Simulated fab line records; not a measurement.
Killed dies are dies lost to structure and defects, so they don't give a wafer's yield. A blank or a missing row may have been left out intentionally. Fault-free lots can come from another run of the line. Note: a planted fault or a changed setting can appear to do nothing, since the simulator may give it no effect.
fab line records | flow sky130
record lots=11 | wafers=33 | last-day=50
route steps=708 shown METAL2@486 VIA2@529 VIA3@575 PAD_OPEN@708
lots untouched by any fault: they come from a run of this same line in which no faults occurred
start-h: start of the lot's first displayed wafer, in hours after the record's first day | wait-h: hours elapsed since this lot's preceding step | " unchanged from the row above | L1.1+2: one row covering several wafers at once | - no value present, or no start provided | * or withheld: withheld | < > ~ a bound
route shown NAME@n: a module of which the file shows steps, and the number in the route of the first | usual: mean/standard deviation of fault-free wafers | same: alike in all rows | chamber/n: place in a boat | sites: per-site readings | _std_site: standard deviation across them | _edge_site: inner sites' mean taken away from outer sites' mean | radius-mm: for every site, how far away it sits from the centre of the wafer | mask NAME#n: copy n | behind: the tool/chamber that last shaped the wafer | hold: what put the lot on hold/how long, in hours/how the hold closed | device: transistor that didn't switch, given as n, p or np | end of line: the tests these same wafers got at the end of their route | a step given without rows: its recipe and nothing more | killed: at the first sort, the dies lost to defects and structure; wafer yield is something else | map: the dies of a wafer, with x for killed, . for not killed, _ for no die there
set.NAME: the setting that was run; set.NAME@STEP: the one run at that earlier step | model.NAME: the simulator's own value behind a step, which no gauge read
one table for each step of the route and one row for each wafer, over a sample of lots
services: from which hour (start-h, from the record's first day; less than 0 if before it) a tool's chamber was out of use, for how many hours, and why
## steps
# step SKY_METAL2_SPUTTER_03
# recipe material=Ti | target-thk-nm=5 | power-w=3000 | time-s=3.3 | chamber-pressure-pa=0.4
# usual throttle-valve-pct=30.2/1.2
lot.wafer | tool           | chamber | start-h | wait-h | throttle-valve-pct
L130.3    | pvd-sputter-02 | -       | 816.01  | 0.0    | 28.9
L130.4    | "              | -       | "       | "      | 30.6
L130.5    | "              | -       | "       | "      | 31.0
L131.3    | pvd-sputter-03 | -       | 819.52  | 0.0    | 30.6
L131.4    | "              | -       | "       | "      | 30.6
L131.6    | "              | -       | "       | "      | 30.7
L132.2    | pvd-sputter-01 | -       | 825.65  | 0.0    | 32.3
L132.3    | "              | -       | "       | "      | 30.3
L132.4    | "              | -       | "       | "      | 30.1
L133.1    | pvd-sputter-01 | -       | 836.59  | 0.0    | 30.0
L133.3    | "              | -       | "       | "      | 28.5
L133.6    | "              | -       | "       | "      | 30.1
L134.3    | pvd-sputter-01 | -       | 842.22  | 0.0    | 30.1
L134.5    | "              | -       | "       | "      | 32.4
L134.6    | "              | -       | "       | "      | 29.9
L137.2    | pvd-sputter-03 | -       | 857.16  | 0.0    | 28.5
L137.4    | "              | -       | "       | "      | 30.0
L137.5    | "              | -       | "       | "      | 30.3
L140.1    | pvd-sputter-02 | -       | 877.67  | 0.0    | 30.2
L140.3    | "              | -       | "       | "      | 28.9
L140.4    | "              | -       | "       | "      | 28.9
L141.2    | pvd-sputter-01 | -       | 890.93  | 0.0    | 32.4
L141.3    | "              | -       | "       | "      | 30.3
L141.4    | "              | -       | "       | "      | 31.1
L143.2    | pvd-sputter-01 | -       | 899.68  | 0.0    | 32.4
L143.3    | "              | -       | "       | "      | 28.7
L143.6    | "              | -       | "       | "      | 28.7
L146.2    | pvd-sputter-02 | -       | 924.87  | 0.0    | 30.9
L146.3    | "              | -       | "       | "      | 29.1
L146.4    | "              | -       | "       | "      | 29.0
L150.1    | pvd-sputter-01 | -       | 950.68  | 0.0    | 31.2
L150.2    | "              | -       | "       | "      | 28.5
L150.4    | "              | -       | "       | "      | 29.9
# step SKY_METAL2_RS_MEAS_05
# recipe thk-meas-gauge=four-point-probe | reads=TiN_of_METAL2_SPUTTER_04+Ti_of_METAL2_SPUTTER_03+AlCu_of_METAL2_SPUTTER_02+TiN_of_METAL2_SPUTTER_01+Ti_of_METAL2_SPUTTER_00
# usual METAL2_ALCU_RS=0.1263/0.0017
lot.wafer | tool          | chamber | start-h | wait-h | METAL2_ALCU_RS[ohm/sq]
L130.3    | film-metro-03 | -       | 816.12  | 0.1    | 0.1275
L130.4    | "             | -       | "       | "      | 0.1265
L130.5    | "             | -       | "       | "      | 0.1285
L131.3    | film-metro-01 | -       | 819.63  | 0.1    | 0.1277
L131.4    | "             | -       | "       | "      | 0.1268
L131.6    | "             | -       | "       | "      | 0.1261
L132.2    | film-metro-01 | -       | 825.74  | 0.0    | 0.1242
L132.3    | "             | -       | "       | "      | 0.1263
L132.4    | "             | -       | "       | "      | 0.1262
L133.1    | film-metro-01 | -       | 836.66  | 0.0    | 0.1261
L133.3    | "             | -       | "       | "      | 0.1250
L133.6    | "             | -       | "       | "      | 0.1256
L134.3    | film-metro-03 | -       | 842.33  | 0.1    | 0.1277
L134.5    | "             | -       | "       | "      | 0.1257
L134.6    | "             | -       | "       | "      | 0.1278
L137.2    | film-metro-01 | -       | 857.25  | 0.0    | 0.1286
L137.4    | "             | -       | "       | "      | 0.1289
L137.5    | "             | -       | "       | "      | 0.1301
L140.1    | film-metro-03 | -       | 877.74  | 0.0    | 0.1264
L140.3    | "             | -       | "       | "      | 0.1271
L140.4    | "             | -       | "       | "      | 0.1281
L141.2    | film-metro-04 | -       | 891.01  | 0.0    | 0.1233
L141.3    | "             | -       | "       | "      | 0.1248
L141.4    | "             | -       | "       | "      | 0.1238
L143.2    | film-metro-01 | -       | 899.76  | 0.0    | 0.1246
L143.3    | "             | -       | "       | "      | 0.1242
L143.6    | "             | -       | "       | "      | 0.1242
L146.2    | film-metro-04 | -       | 924.96  | 0.0    | 0.1284
L146.3    | "             | -       | "       | "      | 0.1284
L146.4    | "             | -       | "       | "      | 0.1279
L150.1    | film-metro-01 | -       | 950.75  | 0.0    | 0.1252
L150.2    | "             | -       | "       | "      | 0.1242
L150.4    | "             | -       | "       | "      | 0.1265
# step SKY_VIA2_RS_MEAS_22
# recipe thk-meas-gauge=four-point-probe | reads=W_of_VIA2_CVD_21+TiN_of_VIA2_SPUTTER_20
# usual VIA2_W_RS=0.2745/0.0026
lot.wafer | tool          | chamber | start-h | wait-h | VIA2_W_RS[ohm/sq]
L130.3    | film-metro-02 | -       | 870.50  | 0.1    | 0.2750
L130.4    | "             | -       | "       | "      | 0.2725
L130.5    | "             | -       | "       | "      | 0.2733
L131.3    | film-metro-01 | -       | 874.00  | 0.1    | 0.2737
L131.4    | "             | -       | "       | "      | 0.2722
L131.6    | "             | -       | "       | "      | 0.2762
L132.2    | film-metro-01 | -       | 879.04  | 0.1    | 0.2718
L132.3    | "             | -       | "       | "      | 0.2732
L132.4    | "             | -       | "       | "      | 0.2748
L133.1    | film-metro-01 | -       | 891.25  | 0.2    | 0.2709
L133.3    | "             | -       | "       | "      | 0.2731
L133.6    | "             | -       | "       | "      | 0.2759
L134.3    | film-metro-03 | -       | 896.91  | 0.1    | 0.2735
L134.5    | "             | -       | "       | "      | 0.2730
L134.6    | "             | -       | "       | "      | 0.2720
L137.2    | film-metro-01 | -       | 910.29  | 0.1    | 0.2749
L137.4    | "             | -       | "       | "      | 0.2764
L137.5    | "             | -       | "       | "      | 0.2728
L140.1    | film-metro-01 | -       | 931.43  | 0.2    | 0.2736
L140.3    | "             | -       | "       | "      | 0.2718
L140.4    | "             | -       | "       | "      | 0.2705
L141.2    | film-metro-03 | -       | 943.74  | 0.1    | 0.2746
L141.3    | "             | -       | "       | "      | 0.2727
L141.4    | "             | -       | "       | "      | 0.2779
L143.2    | film-metro-03 | -       | 950.94  | 0.1    | 0.2723
L143.3    | "             | -       | "       | "      | 0.2710
L143.6    | "             | -       | "       | "      | 0.2716
L146.2    | film-metro-01 | -       | 975.89  | 0.1    | 0.2785
L146.3    | "             | -       | "       | "      | 0.2785
L146.4    | "             | -       | "       | "      | 0.2713
L150.1    | film-metro-02 | -       | 1000.54 | 0.1    | 0.2765
L150.2    | "             | -       | "       | "      | 0.2735
L150.4    | "             | -       | "       | "      | 0.2750
# step SKY_VIA3_CMP_02
# recipe material=SiO2 | down-force-psi=4 | platen-rpm=60 | pad-velocity-m-s=0.94248
# usual motor-current-A=12.0/1.3 | slurry-filter-dp-kPa=13.50/0.14
lot.wafer | tool   | chamber | start-h | wait-h | motor-current-A | slurry-filter-dp-kPa
L130.4    | cmp-02 | 2       | 923.78  | 0.1    | 12.2            | 13.75
L130.3    | "      | 3       | "       | "      | 14.8            | 13.65
L130.5    | "      | 1       | "       | "      | 11.9            | 13.58
L131.4    | cmp-01 | 1       | 926.54  | 0.0    | 12.0            | 13.67
L131.3    | "      | 0       | "       | "      | 12.4            | 13.58
L131.6    | "      | 2       | "       | "      | 10.9            | 13.45
L132.2    | cmp-01 | 3       | 931.89  | 0.0    | 10.9            | 13.65
L132.3    | "      | 0       | "       | "      | 11.9            | 13.73
L132.4    | "      | 2       | "       | "      | 10.0            | 13.55
L133.1    | cmp-01 | 0       | 943.04  | 0.1    | 12.4            | 13.43
L133.3    | "      | 1       | "       | "      | 11.7            | 13.36
L133.6    | "      | 3       | "       | "      | 11.2            | 13.47
L134.3    | cmp-02 | 0       | 949.10  | 0.2    | 13.5            | 13.47
L134.6    | "      | 1       | "       | "      | 11.6            | 13.30
L134.5    | "      | 2       | "       | "      | 13.0            | 13.52
L137.2    | cmp-02 | 2       | 962.22  | 0.1    | 13.1            | 13.37
L137.4    | "      | 3       | "       | "      | 14.9            | 13.52
L137.5    | "      | 2       | "       | "      | 13.3            | 13.47
L140.3    | cmp-01 | 3       | 983.17  | 0.1    | 11.1            | 13.49
L140.1    | "      | 0       | "       | "      | 11.8            | 13.62
L140.4    | "      | 1       | "       | "      | 11.3            | 13.56
L141.3    | cmp-01 | 2       | 994.80  | 0.0    | 11.5            | 13.45
L141.2    | "      | 3       | "       | "      | 11.1            | 13.18
L141.4    | "      | 0       | "       | "      | 12.3            | 13.55
L143.2    | cmp-02 | 3       | 1001.07 | 0.2    | 16.2            | 13.52
L143.3    | "      | 0       | "       | "      | 13.7            | 13.53
L143.6    | "      | 3       | "       | "      | 15.6            | 13.53
L146.2    | cmp-01 | 3       | 1025.65 | 0.0    | 10.9            | 13.50
L146.4    | "      | 1       | "       | "      | 11.9            | 13.46
L146.3    | "      | 2       | "       | "      | 11.0            | 13.34
L150.1    | cmp-01 | 2       | 1050.04 | 0.1    | 10.6            | 13.50
L150.4    | "      | 3       | "       | "      | 10.9            | 13.45
L150.2    | "      | 0       | "       | "      | 12.2            | 13.82
# step SKY_VIA3_ETCH_15
# recipe target=SiO2 | chemistry=C4F8/O2/Ar | target-depth-nm=507 | stop-on=TiN | mask-material=KrF-thick | source-w=1500 | bias-w=1200 | pressure-mtorr=40 | c4f8-flow-sccm=withheld | O2_flow_sccm=6 | Ar_flow_sccm=300 | time-s=78
# usual oes-product-au=0.946/0.0048 | rf-fwd-power-W=1491/6.1
lot.wafer | tool        | chamber | start-h | wait-h | oes-product-au | rf-fwd-power-W | rf-hours-counter-h
L130.3    | rie-diel-02 | 1       | 948.19  | 0.0    | 0.944          | 1484           | 16
L130.4    | "           | 0       | "       | "      | 0.941          | 1492           | 8
L130.5    | "           | 3       | "       | "      | 0.946          | 1490           | -
L131.3    | rie-diel-02 | 3       | 952.39  | 0.0    | 0.946          | 1492           | 19
L131.4    | "           | 2       | "       | "      | 0.940          | 1498           | 17
L131.6    | "           | 3       | "       | "      | 0.945          | 1494           | -
L132.2    | rie-diel-03 | 2       | 956.14  | 0.0    | 0.944          | 1499           | 15
L132.3    | "           | 1       | "       | "      | 0.946          | 1499           | 8
L132.4    | "           | 3       | "       | "      | 0.953          | 1492           | -
L133.1    | rie-diel-04 | 3       | 967.94  | 0.0    | 0.950          | 1488           | 9
L133.3    | "           | 2       | "       | "      | 0.944          | 1480           | 26
L133.6    | "           | 1       | "       | "      | 0.948          | 1497           | -
L134.3    | rie-diel-02 | 0       | 973.14  | 0.0    | 0.955          | 1496           | 9
L134.5    | "           | 0       | "       | "      | 0.939          | 1497           | -
L134.6    | "           | 3       | "       | "      | 0.943          | 1486           | -
L137.2    | rie-diel-02 | 0       | 986.89  | 0.0    | 0.946          | 1487           | 9
L137.4    | "           | 3       | "       | "      | 0.953          | 1493           | 20
L137.5    | "           | 2       | "       | "      | 0.938          | 1499           | -
L140.1    | rie-diel-02 | 3       | 1007.44 | 0.0    | 0.953          | 1490           | 21
L140.3    | "           | 2       | "       | "      | 0.943          | 1498           | 19
L140.4    | "           | 0       | "       | "      | 0.954          | 1488           | 10
L141.2    | rie-diel-03 | 1       | 1018.71 | 0.0    | 0.956          | 1486           | 10
L141.3    | "           | 2       | "       | "      | 0.944          | 1496           | 17
L141.4    | "           | 3       | "       | "      | 0.940          | 1490           | 14
L143.2    | rie-diel-04 | 0       | 1024.52 | 0.0    | 0.951          | 1492           | 13
L143.3    | "           | 1       | "       | "      | 0.945          | 1490           | 15
L143.6    | "           | 0       | "       | "      | 0.949          | 1492           | -
L146.2    | rie-diel-04 | 0       | 1048.77 | 0.0    | 0.905          | 1488           | 14
L146.3    | "           | 2       | "       | "      | 0.944          | 1484           | 28
L146.4    | "           | 1       | "       | "      | 0.948          | 1500           | 16
L150.1    | rie-diel-04 | 2       | 1072.40 | 0.0    | 0.946          | 1475           | 29
L150.2    | "           | 1       | "       | "      | 0.902          | 1492           | 16
L150.4    | "           | 0       | "       | "      | 0.951          | 1492           | 14
# step SKY_PAD_OPEN_PROBE_99
# usual defect-limited-yield=81.9/2 | killed_at_M0_to_M3=43/6.5 | killed_at_M4_up=3.2/1.8 | killed-at-contacts=26/5.2 | killed-at-front-end=16/4.8 | killed-at-other=0.3/0.6 | killed-dies=89/9.6 | killed-open=48/7.1 | killed-short=40/6.4 | sort_bin_3_pad_short=0.9/0.37 | sort_bin_5_function=10.7/1.4 | sort_bin_6_memory=6.5/1.2 | sort-n-pass=403/9.6 | sort-yield-pct=81.9/2
# same gross-dies=492 | killed-at-back-side=0 | sort_bin_4_leakage[%]=0 | sort_bin_8_speed[%]=0
lot.wafer | tool      | chamber | start-h | wait-h | defect-limited-yield[%] | killed_at_M0_to_M3 | killed_at_M4_up | killed-at-contacts | killed-at-front-end | killed-at-other | killed-dies | killed-open | killed-short | sort_bin_3_pad_short[%] | sort_bin_5_function[%] | sort_bin_6_memory[%] | sort-n-pass | sort-yield-pct[%]
L143.2    | prober-02 | -       | 1156.15 | 0.1    | 83.7                    | 45                 | 1               | 19                 | 15                  | 0               | 80          | 48          | 31           | 1.4                     | 9.6                    | 5.3                  | 412         | 83.7
L143.3    | prober-02 | -       | 1156.20 | 0.2    | 79.5                    | 60                 | 5               | 20                 | 16                  | 0               | 101         | 55          | 44           | 0.8                     | 11.8                   | 7.9                  | 391         | 79.5
L143.6    | prober-02 | -       | 1156.35 | 0.2    | 83.1                    | 44                 | 3               | 16                 | 20                  | 0               | 83          | 50          | 33           | 0.8                     | 9.3                    | 6.7                  | 409         | 83.1
L150.1    | prober-01 | -       | 1192.10 | 0.1    | 80.7                    | 48                 | 4               | 22                 | 21                  | 0               | 95          | 52          | 43           | 0.6                     | 12.8                   | 5.9                  | 397         | 80.7
L150.2    | prober-01 | -       | 1192.15 | 0.1    | 79.7                    | 60                 | 3               | 21                 | 15                  | 1               | 100         | 62          | 37           | 0.8                     | 12.0                   | 7.5                  | 392         | 79.7
L150.4    | prober-01 | -       | 1192.25 | 0.2    | 79.9                    | 42                 | 3               | 31                 | 22                  | 1               | 99          | 60          | 38           | 0.4                     | 11.6                   | 8.1                  | 393         | 79.9
# killed by level:class
L143.2 VIA1:geometric-particle:open=19 FIELD_ISO:geometric-particle:short=8 VIA3:geometric-particle:open=8 CONTACT:geometric-particle:open=6 VIA1:geometric-particle:short=5 LI_CONTACT:geometric-particle:short=4 LI_CONTACT:geometric-particle:open=4 VIA2:geometric-particle:open=4
L143.3 VIA3:geometric-particle:open=14 VIA1:geometric-particle:open=12 CONTACT:geometric-particle:open=10 FIELD_ISO:geometric-particle:short=6 VIA3:geometric-particle:short=5 LI_CONTACT:geometric-particle:open=5 METAL1:geometric-particle:short=5 VIA1:geometric-particle:short=5
L143.6 VIA1:geometric-particle:open=10 VIA2:geometric-particle:open=8 FIELD_ISO:geometric-particle:open=6 CONTACT:geometric-particle:open=6 METAL1:geometric-particle:short=6 POLY_GATE:geometric-particle:open=5 VIA1:geometric-particle:short=5 VIA2:geometric-particle:short=5
L150.1 VIA1:geometric-particle:open=11 CONTACT:geometric-particle:open=9 POLY_GATE:geometric-particle:open=7 VIA3:geometric-particle:open=7 POLY_GATE:geometric-particle:short=5 LI_CONTACT:geometric-particle:open=5 VIA3:geometric-particle:short=5 VIA1:geometric-particle:short=5
L150.2 VIA1:geometric-particle:open=16 CONTACT:geometric-particle:open=10 METAL2:geometric-particle:short=10 VIA3:geometric-particle:open=10 VIA2:geometric-particle:open=8 METAL1:geometric-particle:short=6 VIA1:geometric-particle:short=6 POLY_GATE:geometric-particle:open=4
L150.4 CONTACT:geometric-particle:open=13 VIA1:geometric-particle:open=12 VIA2:geometric-particle:open=7 LI_CONTACT:geometric-particle:open=7 POLY_GATE:geometric-particle:short=6 METAL1:geometric-particle:short=6 FIELD_ISO:geometric-particle:open=5 FIELD_ISO:geometric-particle:short=5
## services
tool           | chamber | start-h | hours | kind
rie-diel-03    | 0       | 808.15  | 3.3   | repair
pvd-sputter-02 | -       | 825.97  | 2.5   | repair
rie-diel-04    | -       | 852.17  | 2.8   | pm
rie-diel-03    | 1       | 852.93  | 1.3   | repair
rie-diel-04    | 1       | 857.42  | 30.1  | repair
pvd-sputter-02 | -       | 866.86  | 5.3   | repair
pvd-sputter-01 | -       | 871.03  | 0.7   | repair
pvd-sputter-03 | -       | 880.05  | 2.3   | repair
pvd-sputter-03 | -       | 904.78  | 3.0   | repair
rie-diel-03    | 0       | 905.80  | 64.4  | repair
cmp-02         | -       | 912.02  | 4.0   | pm
cmp-02         | -       | 917.17  | 0.5   | repair
rie-diel-02    | -       | 922.94  | 0.5   | repair
cmp-02         | -       | 941.99  | 5.3   | pm
pvd-sputter-03 | -       | 944.10  | 1.9   | repair
cmp-01         | -       | 966.31  | 6.5   | pm
rie-diel-02    | 1       | 969.98  | 3.9   | repair
cmp-02         | -       | 973.02  | 6.3   | pm
cmp-01         | -       | 999.58  | 1.9   | repair
cmp-02         | -       | 1006.54 | 0.9   | repair
cmp-01         | -       | 1014.91 | 2.5   | repair
pvd-sputter-02 | -       | 1019.45 | 3.2   | repair
cmp-01         | -       | 1023.99 | 0.9   | repair
rie-diel-02    | 3       | 1063.06 | 1.8   | repair
## key
first-sign step=SKY_VIA3_ETCH_15 | reading=oes-product-au | direction=down | sigmas=8.9 | usual=0.946 | struck=0.903
effect none on later readings
met-at SKY_VIA3_CMP_02
struck-lots L146,L150
struck-wafers L146.2,L150.2
not-acting-at SKY_METAL2_SPUTTER_03,SKY_METAL2_RS_MEAS_05,SKY_VIA2_RS_MEAS_22
onset-between 994.80 1025.65
fault kind=process-parameter-drift | tool=cmp-01 | chamber=- | onset-h=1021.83 | steps=SKY_VIA3_CMP_02 | channel=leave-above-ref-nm | offset=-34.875 | shape=step | end-h=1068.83 | scope=struck-wafers-only | acts-in=these-recipes-only | stated=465
